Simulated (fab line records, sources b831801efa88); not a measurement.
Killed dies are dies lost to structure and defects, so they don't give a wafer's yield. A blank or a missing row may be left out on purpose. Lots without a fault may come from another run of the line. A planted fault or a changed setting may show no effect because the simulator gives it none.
fab line records | flow gf180mcu | part 1 of 2: steps 1 to 27 of 39
record lots=5 wafers=15 last_day=33
route steps=602 shown V2@402 M3@409 V3@429
lots that met no fault: from a run of the same line without faults
start_h: hours from the record's first day to the start of the lot's first wafer shown | wait_h: hours since the lot's step before | " the same as in the row above | L1.1+2: a row that stands for several wafers | - no value, or no start given | * or withheld: withheld | < > ~ a bound
route shown NAME@n: a module of which the file shows steps, and the number in the route of the first | usual: mean/standard deviation of fault-free wafers | same: alike in all rows | chamber/n: place in a boat | sites: the reading at each site | _std_site: their standard deviation | _edge_site: outer sites' mean less inner sites' | radius_mm: how far each site lies from the wafer's centre | mask NAME#n: copy n | behind: the tool/chamber that last shaped the wafer | hold: why the lot was held/for how many hours/how that ended | device: the transistor (n, p or np) that didn't switch | end of line: the same wafers' tests at the end of the route | a step without rows: its recipe alone | killed: dies lost to structure and defects at the first sort, not the wafer's yield | map: a wafer's dies, x killed, . not, _ none there
set.NAME: the setting as run; set.NAME@STEP: as run at that earlier step | model.NAME: the simulator's own value behind a step, which no gauge read
lots at some steps of the route; a table a step, a row a wafer
services: from which hour (start_h, from the record's first day; less than 0 if before it) a tool's chamber was out of use, for how many hours, and why
## steps
# step GF_V2_CLEAN_20
# recipe chemistry=DIW dry=n2_spin
# columns lot.wafer tool chamber start_h wait_h
L076.2+3+5 wet_bench-04 1 483.01 0.0
L081.2+4+5 wet_bench-03 2 531.65 0.0
L084.3+4+5 wet_bench-03 3 556.49 0.0
L085.2+4+5 wet_bench-02 2 559.98 0.0
L093.3+4+5 wet_bench-04 1 629.20 0.0
# step GF_V2_SPUTTER_21
# recipe material=Ti target_thk_nm=15 chamber_pressure_pa=5 power_w=2500 substrate_temp_c=200 time_s=80.02
# usual throttle_valve_pct=30.2/0.57
# columns lot.wafer tool chamber start_h wait_h throttle_valve_pct
L076.2 pvd_sputter-03 - 483.10 0.0 29.9
L076.3 " - " " 30.5
L076.5 " - " " 30.2
L081.2 pvd_sputter-03 - 531.75 0.0 30.6
L081.4 " - " " 30.3
L081.5 " - " " 30.3
L084.3 pvd_sputter-03 - 556.59 0.0 29.4
L084.4 " - " " 30.6
L084.5 " - " " 30.2
L085.2 pvd_sputter-03 - 560.07 0.0 30.5
L085.4 " - " " 29.7
L085.5 " - " " 30.3
L093.3 pvd_sputter-03 - 629.29 0.0 30.9
L093.4 " - " " 29.5
L093.5 " - " " 29.9
# step GF_V2_SPUTTER_22
# recipe material=TiN target_thk_nm=10 chamber_pressure_pa=5 power_w=4000 time_s=40
# usual throttle_valve_pct=30.1/0.55
# columns lot.wafer tool chamber start_h wait_h throttle_valve_pct
L076.2 pvd_sputter-03 - 483.16 0.0 29.8
L076.3 " - " " 30.7
L076.5 " - " " 30.3
L081.2 pvd_sputter-03 - 531.81 0.0 30.8
L081.4 " - " " 30.3
L081.5 " - " " 30.1
L084.3 pvd_sputter-03 - 556.65 0.0 29.3
L084.4 " - " " 30.3
L084.5 " - " " 29.9
L085.2 pvd_sputter-03 - 560.13 0.0 30.8
L085.4 " - " " 30.0
L085.5 " - " " 30.6
L093.3 pvd_sputter-03 - 629.35 0.0 31.0
L093.4 " - " " 29.3
L093.5 " - " " 30.1
# step GF_V2_CVD_23
# recipe material=W target_thk_nm=350 time_s=104.94 temp_c=400 pressure_torr=40
# usual heater_power_w=841/70
# columns lot.wafer tool chamber start_h wait_h heater_power_w
L076.2 cvd_w-02 0 483.24 0.1 935
L076.3 " 0 " " 909
L076.5 " 0 " " 905
L081.2 cvd_w-02 1 531.85 0.0 732
L081.4 " 1 " " 690
L081.5 " 0 " " 920
L084.3 cvd_w-01 0 556.73 0.1 900
L084.4 " 1 " " 810
L084.5 " 0 " " 879
L085.2 cvd_w-02 1 560.17 0.0 711
L085.4 " 0 " " 904
L085.5 " 0 " " 914
L093.3 cvd_w-01 0 629.43 0.1 899
L093.4 " 1 " " 810
L093.5 " 1 " " 802
# step GF_V2_RS_MEAS_24
# recipe thk_meas_gauge=four-point-probe reads=W_of_V2_CVD_23+TiN_of_V2_SPUTTER_22+Ti_of_V2_SPUTTER_21
# usual V2_W_RS=0.328/0.0034
# columns lot.wafer tool chamber start_h wait_h V2_W_RS[ohm/sq]
L076.2 film_metro-04 - 483.45 0.2 0.327
L076.3 " - " " 0.331
L076.5 " - " " 0.326
L081.2 film_metro-03 - 531.98 0.1 0.323
L081.4 " - " " 0.325
L081.5 " - " " 0.324
L084.3 film_metro-03 - 556.84 0.1 0.326
L084.4 " - " " 0.325
L084.5 " - " " 0.325
L085.2 film_metro-04 - 560.30 0.1 0.321
L085.4 " - " " 0.321
L085.5 " - " " 0.321
L093.3 film_metro-01 - 629.55 0.1 0.329
L093.4 " - " " 0.328
L093.5 " - " " 0.332
# step GF_V2_THK_MEAS_25
# recipe thk_meas_gauge=xrf reads=W_of_V2_CVD_23
# usual V2_W_THK=337/3.8
# columns lot.wafer tool chamber start_h wait_h V2_W_THK[nm]
L076.2 film_metro-04 - 483.56 0.1 337
L076.3 " - " " 334
L076.5 " - " " 338
L081.2 film_metro-03 - 532.09 0.1 335
L081.4 " - " " 335
L081.5 " - " " 336
L084.3 film_metro-03 - 556.94 0.1 340
L084.4 " - " " 337
L084.5 " - " " 340
L085.2 film_metro-04 - 560.41 0.1 343
L085.4 " - " " 344
L085.5 " - " " 343
L093.3 film_metro-01 - 629.65 0.1 337
L093.4 " - " " 341
L093.5 " - " " 335
# step GF_V2_CMP_26
# recipe stop_on=SiO2 down_force_psi=3.5 platen_rpm=60 t_overpolish_s=15 target_thk_nm=0 pad_velocity_m_s=0.94248
# usual motor_current_A=11.0/1 overpolish_run_s=14.999/0.0087 slurry_flow_ml_min=150.0/0.51 time_to_endpoint_s=85.0/2.3
# columns lot.wafer tool chamber start_h wait_h motor_current_A overpolish_run_s slurry_flow_ml_min time_to_endpoint_s
L076.3 cmp-02 1 483.61 0.0 11.3 15.000 150.5 84.2
L076.2 " 0 " " 12.0 14.987 150.5 87.9
L076.5 " 1 " " 11.6 14.986 149.9 88.1
L081.2 cmp-01 0 532.14 0.0 10.4 14.997 150.5 85.2
L081.4 " 1 " " 10.7 14.985 150.5 82.4
L081.5 " 0 " " 10.5 15.006 150.3 83.7
L084.3 cmp-02 2 557.08 0.1 9.6 15.003 149.2 86.1
L084.4 " 3 " " 13.2 14.989 150.7 86.0
L084.5 " 0 " " 11.9 15.001 149.9 88.8
L085.4 cmp-01 1 560.51 0.1 10.8 14.986 150.8 88.4
L085.2 " 2 " " 11.4 14.995 149.6 85.9
L085.5 " 0 " " 10.2 14.997 150.8 87.5
L093.3 cmp-02 0 629.73 0.1 11.7 14.994 150.2 83.9
L093.4 " 2 " " 9.8 14.995 149.9 80.6
L093.5 " 0 " " 12.1 15.009 149.1 83.8
# step GF_M3_SPUTTER_00
# recipe material=Ti target_thk_nm=37.5 arriving_ion_energy_ev=80 substrate_temp_c=200 chamber_pressure_pa=1.903 power_w=4000 time_s=150
# usual throttle_valve_pct=30.3/0.65
# columns lot.wafer tool chamber start_h wait_h throttle_valve_pct
L076.2 pvd_sputter-04 - 483.91 0.1 30.4
L076.3 " - " " 30.4
L076.5 " - " " 30.2
L081.2 pvd_sputter-01 - 532.44 0.2 32.1
L081.4 " - " " 28.9
L081.5 " - " " 32.1
L084.3 pvd_sputter-04 - 557.28 0.1 30.0
L084.4 " - " " 30.3
L084.5 " - " " 30.1
L085.2 pvd_sputter-01 - 560.76 0.1 30.3
L085.4 " - " " 29.7
L085.5 " - " " 30.6
L093.3 pvd_sputter-03 - 630.03 0.2 30.1
L093.4 " - " " 29.5
L093.5 " - " " 29.9
# step GF_M3_SPUTTER_01
# recipe material=TiN target_thk_nm=30 power_w=6500 time_s=25 chamber_pressure_pa=0.4
# usual throttle_valve_pct=30.3/0.68
# columns lot.wafer tool chamber start_h wait_h throttle_valve_pct
L076.2 pvd_sputter-04 - 484.01 0.1 30.7
L076.3 " - " " 30.3
L076.5 " - " " 30.1
L081.2 pvd_sputter-01 - 532.54 0.1 32.3
L081.4 " - " " 29.3
L081.5 " - " " 32.2
L084.3 pvd_sputter-04 - 557.38 0.1 30.0
L084.4 " - " " 30.2
L084.5 " - " " 30.0
L085.2 pvd_sputter-01 - 560.86 0.1 30.2
L085.4 " - " " 29.4
L085.5 " - " " 30.3
L093.3 pvd_sputter-03 - 630.13 0.1 30.4
L093.4 " - " " 29.3
L093.5 " - " " 29.9
# step GF_M3_SPUTTER_02
# recipe material=AlCu target_thk_nm=450 power_w=10600 time_s=23.9 chamber_pressure_pa=0.4
# usual throttle_valve_pct=30.3/0.65
# columns lot.wafer tool chamber start_h wait_h throttle_valve_pct
L076.2 pvd_sputter-04 - 484.04 0.0 30.5
L076.3 " - " " 30.4
L076.5 " - " " 30.2
L081.2 pvd_sputter-01 - 532.57 0.0 32.2
L081.4 " - " " 29.4
L081.5 " - " " 32.5
L084.3 pvd_sputter-04 - 557.41 0.0 29.9
L084.4 " - " " 30.5
L084.5 " - " " 30.1
L085.2 pvd_sputter-01 - 560.89 0.0 30.0
L085.4 " - " " 29.5
L085.5 " - " " 30.3
L093.3 pvd_sputter-03 - 630.16 0.0 30.4
L093.4 " - " " 29.3
L093.5 " - " " 29.9
# step GF_M3_SPUTTER_03
# recipe material=Ti target_thk_nm=10 substrate_temp_c=300 chamber_pressure_pa=0.3 power_w=3000 time_s=6.7
# usual throttle_valve_pct=30.3/0.67
# columns lot.wafer tool chamber start_h wait_h throttle_valve_pct
L076.2 pvd_sputter-04 - 484.07 0.0 30.3
L076.3 " - " " 30.1
L076.5 " - " " 30.2
L081.2 pvd_sputter-01 - 532.60 0.0 32.3
L081.4 " - " " 29.5
L081.5 " - " " 32.2
L084.3 pvd_sputter-04 - 557.44 0.0 29.9
L084.4 " - " " 30.5
L084.5 " - " " 29.9
L085.2 pvd_sputter-01 - 560.92 0.0 30.2
L085.4 " - " " 29.3
L085.5 " - " " 30.3
L093.3 pvd_sputter-03 - 630.19 0.0 30.3
L093.4 " - " " 29.3
L093.5 " - " " 30.1
# step GF_M3_SPUTTER_04
# recipe material=TiN target_thk_nm=50 power_w=6500 time_s=41.7 chamber_pressure_pa=0.4
# usual throttle_valve_pct=30.3/0.66
# columns lot.wafer tool chamber start_h wait_h throttle_valve_pct
L076.2 pvd_sputter-04 - 484.09 0.0 30.6
L076.3 " - " " 30.2
L076.5 " - " " 30.3
L081.2 pvd_sputter-01 - 532.62 0.0 32.1
L081.4 " - " " 29.5
L081.5 " - " " 32.3
L084.3 pvd_sputter-04 - 557.47 0.0 30.0
L084.4 " - " " 30.3
L084.5 " - " " 29.5
L085.2 pvd_sputter-01 - 560.94 0.0 30.2
L085.4 " - " " 29.4
L085.5 " - " " 30.3
L093.3 pvd_sputter-03 - 630.21 0.0 30.4
L093.4 " - " " 29.5
L093.5 " - " " 29.9
# step GF_M3_RS_MEAS_05
# recipe thk_meas_gauge=four-point-probe reads=TiN_of_M3_SPUTTER_04+Ti_of_M3_SPUTTER_03+AlCu_of_M3_SPUTTER_02+TiN_of_M3_SPUTTER_01+Ti_of_M3_SPUTTER_00
# usual M3_ALCU_RS=0.0695/0.00054
# columns lot.wafer tool chamber start_h wait_h M3_ALCU_RS[ohm/sq]
L076.2 film_metro-02 - 484.15 0.0 0.0689
L076.3 " - " " 0.0696
L076.5 " - " " 0.0690
L081.2 film_metro-04 - 532.68 0.0 0.0694
L081.4 " - " " 0.0695
L081.5 " - " " 0.0685
L084.3 film_metro-02 - 557.55 0.1 0.0701
L084.4 " - " " 0.0696
L084.5 " - " " 0.0703
L085.2 film_metro-03 - 561.00 0.0 0.0692
L085.4 " - " " 0.0689
L085.5 " - " " 0.0693
L093.3 film_metro-04 - 630.31 0.1 0.0704
L093.4 " - " " 0.0697
L093.5 " - " " 0.0699
# step GF_M3_THK_MEAS_06
# recipe thk_meas_gauge=xrf reads=AlCu_of_M3_SPUTTER_02
# usual M3_ALCU_THK=442/3.9
# columns lot.wafer tool chamber start_h wait_h M3_ALCU_THK[nm]
L076.2 film_metro-02 - 484.26 0.1 450
L076.3 " - " " 442
L076.5 " - " " 447
L081.2 film_metro-04 - 532.79 0.1 441
L081.4 " - " " 440
L081.5 " - " " 445
L084.3 film_metro-02 - 557.65 0.1 441
L084.4 " - " " 442
L084.5 " - " " 438
L085.2 film_metro-03 - 561.11 0.1 440
L085.4 " - " " 441
L085.5 " - " " 439
L093.3 film_metro-04 - 630.41 0.1 437
L093.4 " - " " 442
L093.5 " - " " 442
# step GF_M3_DEHYDRATE_07
# recipe temp_c=200 time_s=60
# usual heater_power_total_W=160.39/0.13
# columns lot.wafer tool chamber start_h wait_h heater_power_total_W
L076.2 litho_track-01 0 495.45 11.2 160.42
L076.3 " 0 " " 160.49
L076.5 " 0 " " 160.49
L081.2 litho_track-02 0 542.99 10.2 160.54
L081.4 " 0 " " 160.44
L081.5 " 0 " " 160.43
L084.3 litho_track-01 0 567.67 10.0 160.23
L084.4 " 0 " " 160.13
L084.5 " 0 " " 160.38
L085.2 litho_track-01 0 571.85 10.7 160.48
L085.4 " 0 " " 160.47
L085.5 " 0 " " 160.50
L093.3 litho_track-02 0 640.42 10.0 160.58
L093.4 " 0 " " 160.40
L093.5 " 0 " " 160.26
# step GF_M3_HMDS_08
# recipe prime_time_s=60 prime_temp_c=120
# columns lot.wafer tool chamber start_h wait_h
L076.2+3+5 litho_track-01 0 495.60 0.1
L081.2+4+5 litho_track-02 0 543.14 0.1
L084.3+4+5 litho_track-01 0 567.82 0.1
L085.2+4+5 litho_track-01 0 572.00 0.1
L093.3+4+5 litho_track-02 0 640.57 0.1
# step GF_M3_COAT_09
# recipe resist=KrF spin_rpm=withheld resist_thk_nm=1000
# columns lot.wafer tool chamber start_h wait_h
L076.2+3+5 litho_track-01 0 495.75 0.1
L081.2+4+5 litho_track-02 0 543.29 0.1
L084.3+4+5 litho_track-01 0 567.97 0.1
L085.2+4+5 litho_track-01 0 572.15 0.1
L093.3+4+5 litho_track-02 0 640.72 0.1
# step GF_M3_SOFTBAKE_10
# recipe temp_c=130 time_s=60 resist=KrF
# usual heater_power_total_W=93.05/0.057
# columns lot.wafer tool chamber start_h wait_h heater_power_total_W
L076.2 litho_track-01 0 495.90 0.1 93.07
L076.3 " 0 " " 92.96
L076.5 " 0 " " 93.14
L081.2 litho_track-02 0 543.44 0.1 92.97
L081.4 " 0 " " 93.05
L081.5 " 0 " " 93.14
L084.3 litho_track-01 0 568.12 0.1 93.03
L084.4 " 0 " " 93.05
L084.5 " 0 " " 93.06
L085.2 litho_track-01 0 572.30 0.1 93.02
L085.4 " 0 " " 93.09
L085.5 " 0 " " 93.14
L093.3 litho_track-02 0 640.87 0.1 93.02
L093.4 " 0 " " 93.09
L093.5 " 0 " " 93.05
# step GF_M3_EXPOSE_11
# recipe mask_id=Metal3 target_cd_nm=280 na=0.68 source_shape=conventional sigma_outer=0.6 dose_mj=28
# same sigma_outer=0.6
# columns lot.wafer tool chamber start_h wait_h mask
L076.2+3+5 krf_scanner-02 0 - - Metal3#0
L081.2+4+5 krf_scanner-02 0 - - Metal3#0
L084.3+4+5 krf_scanner-02 0 - - Metal3#0
L085.2+4+5 krf_scanner-02 0 - - Metal3#0
L093.3+4+5 krf_scanner-02 0 - - Metal3#0
# step GF_M3_PEB_12
# recipe peb_temp_c=135 peb_time_s=90 resist=KrF
# usual heater_power_total_W=85.69/0.083
# columns lot.wafer tool chamber start_h wait_h heater_power_total_W
L076.2 litho_track-02 0 - - 85.76
L076.3 " 0 " " 85.68
L076.5 " 0 " " 85.77
L081.2 litho_track-02 0 - - 85.86
L081.4 " 0 " " 85.64
L081.5 " 0 " " 85.67
L084.3 litho_track-04 0 - - 85.79
L084.4 " 0 " " 85.77
L084.5 " 0 " " 85.59
L085.2 litho_track-04 0 - - 85.61
L085.4 " 0 " " 85.70
L085.5 " 0 " " 85.59
L093.3 litho_track-04 0 - - 85.72
L093.4 " 0 " " 85.59
L093.5 " 0 " " 85.59
# step GF_M3_DEVELOP_13
# recipe develop_time_s=60 dev_temp_c=21
# columns lot.wafer tool chamber start_h wait_h
L076.2+3+5 litho_track-02 0 507.74 0.2
L081.2+4+5 litho_track-02 0 555.44 0.2
L084.3+4+5 litho_track-04 0 579.27 0.1
L085.2+4+5 litho_track-04 0 582.45 0.2
L093.3+4+5 litho_track-04 0 650.42 0.1
# step GF_M3_CD_MEAS_14
# recipe target_cd_nm=280
# usual cd_nm=280.2/1.4
# columns lot.wafer tool chamber start_h wait_h cd_nm
L076.2 cd_sem-01 - 507.89 0.1 280.6
L076.3 " - " " 280.4
L076.5 " - " " 281.1
L081.2 cd_sem-01 - 555.59 0.1 282.5
L081.4 " - " " 281.0
L081.5 " - " " 281.0
L084.3 cd_sem-01 - 579.41 0.1 281.7
L084.4 " - " " 281.3
L084.5 " - " " 280.9
L085.2 cd_sem-02 - 582.59 0.1 280.6
L085.4 " - " " 281.0
L085.5 " - " " 280.6
L093.3 cd_sem-01 - 650.56 0.1 281.2
L093.4 " - " " 281.4
L093.5 " - " " 280.2
# step GF_M3_OVL_MEAS_15
# usual M3_OVL=-2/5
# columns lot.wafer tool chamber start_h wait_h M3_OVL[nm]
L076.2 overlay-01 - 508.00 0.1 1
L076.3 " - " " -1
L076.5 " - " " 3
L081.2 overlay-02 - 555.69 0.1 3
L081.4 " - " " 10
L081.5 " - " " 3
L084.3 overlay-02 - 579.50 0.1 -7
L084.4 " - " " -2
L084.5 " - " " -9
L085.2 overlay-01 - 582.70 0.1 1
L085.4 " - " " 0
L085.5 " - " " 4
L093.3 overlay-02 - 650.65 0.1 -9
L093.4 " - " " -12
L093.5 " - " " -11
# step GF_M3_METAL_ETCH_16
# recipe chemistry=Cl2/BCl3 mask_material=KrF target_depth_nm=627.5 stop_on=SiO2 pressure_mtorr=8 icp_w=800 bias_w=140 Cl2_flow_sccm=80 bcl3_flow_sccm=40 time_s=104.6
# usual drypump_motor_current_A=5.59/0.19 he_backside_leak_sccm=3.47/0.2 oes_product_au=0.974/0.0058 throttle_valve_pct=28.247/0.0093
# columns lot.wafer tool chamber start_h wait_h drypump_motor_current_A he_backside_leak_sccm oes_product_au rf_hours_counter_h throttle_valve_pct
L076.2 rie_metal-02 0 508.03 0.0 5.65 3.33 0.975 4 28.236
L076.3 " 1 " " 5.64 3.11 0.970 - 28.253
L076.5 " 0 " " 5.66 3.59 0.976 - 28.247
L081.2 rie_metal-02 0 555.72 0.0 5.65 3.79 0.978 5 28.236
L081.4 " 0 " " 5.63 3.63 0.969 - 28.241
L081.5 " 0 " " 5.64 3.60 0.978 - 28.218
L084.3 rie_metal-01 0 579.57 0.1 5.42 3.47 0.967 - 28.237
L084.4 " 1 " " 5.75 3.53 0.972 - 28.248
L084.5 " 0 " " 5.42 3.46 0.968 - 28.246
L085.2 rie_metal-01 0 582.73 0.0 5.43 3.48 0.978 9 28.245
L085.4 " 0 " " 5.41 3.45 0.978 - 28.253
L085.5 " 0 " " 5.40 3.51 0.971 - 28.243
L093.3 rie_metal-04 1 650.71 0.1 5.21 3.69 0.973 - 28.243
L093.4 " 0 " " 5.81 3.56 0.980 - 28.257
L093.5 " 1 " " 5.20 3.66 0.974 - 28.242
# step GF_M3_STRIP_17
# recipe chemistry=O2/N2 power_w=1400 pressure_mtorr=1500 platen_temp_c=250 o2_flow_sccm=3000 n2_flow_sccm=300 overash_fraction=0.5
# usual drypump_motor_current_A=6.1/0.46 heater_power_w=335/17 oes_product_au=0.557/0.0045 strip_time_to_endpoint_s=7.86/0.032
# columns lot.wafer tool chamber start_h wait_h drypump_motor_current_A heater_power_w oes_product_au rf_hours_counter_h strip_time_to_endpoint_s
L076.2 plasma_asher-03 0 508.14 0.1 5.5 313 0.559 77 7.89
L076.3 " 0 " " 5.5 318 0.556 - 7.87
L076.5 " 1 " " 5.5 326 0.559 - 7.87
L081.2 plasma_asher-03 1 555.84 0.1 5.5 317 0.567 82 7.81
L081.4 " 1 " " 5.5 313 0.552 - 7.79
L081.5 " 1 " " 5.5 324 0.554 - 7.80
L084.3 plasma_asher-03 0 579.67 0.1 5.4 314 0.559 - 7.88
L084.4 " 1 " " 5.5 327 0.561 - 7.87
L084.5 " 0 " " 5.5 316 0.566 - 7.89
L085.2 plasma_asher-01 1 582.84 0.1 6.2 338 0.559 50 7.91
L085.4 " 0 " " 6.6 340 0.553 - 7.90
L085.5 " 0 " " 6.6 338 0.555 - 7.87
L093.3 plasma_asher-04 0 650.82 0.1 6.3 341 0.550 - 7.82
L093.4 " 1 " " 6.5 367 0.561 - 7.87
L093.5 " 1 " " 6.6 364 0.561 - 7.84
# step GF_M3_STRIP_18
# recipe chemistry=post_etch_residue_remover time_s=1200 temp_c=72.5
# usual bath_guard_temp_C=72.4/0.54
# columns lot.wafer tool chamber start_h wait_h bath_guard_temp_C
L076.2 wet_bench-01 1 508.24 0.1 72.2
L076.3 " 1 " " 72.5
L076.5 " 1 " " 72.2
L081.2 wet_bench-04 1 555.94 0.1 72.6
L081.4 " 1 " " 72.4
L081.5 " 1 " " 72.9
L084.3 wet_bench-04 3 579.74 0.0 72.1
L084.4 " 3 " " 72.6
L084.5 " 3 " " 72.2
L085.2 wet_bench-03 2 582.94 0.1 71.4
L085.4 " 2 " " 71.4
L085.5 " 2 " " 71.4
L093.3 wet_bench-01 2 650.89 0.0 72.6
L093.4 " 2 " " 72.1
L093.5 " 2 " " 72.3
# step GF_M3_CLEAN_19
# recipe chemistry=DIW dry=n2_spin
# columns lot.wafer tool chamber start_h wait_h
L076.2+3+5 wet_bench-03 2 508.58 0.0
L081.2+4+5 wet_bench-04 0 556.31 0.0
L084.3+4+5 wet_bench-03 3 580.08 0.0
L085.2+4+5 wet_bench-03 1 583.28 0.0
L093.3+4+5 wet_bench-04 1 651.23 0.0
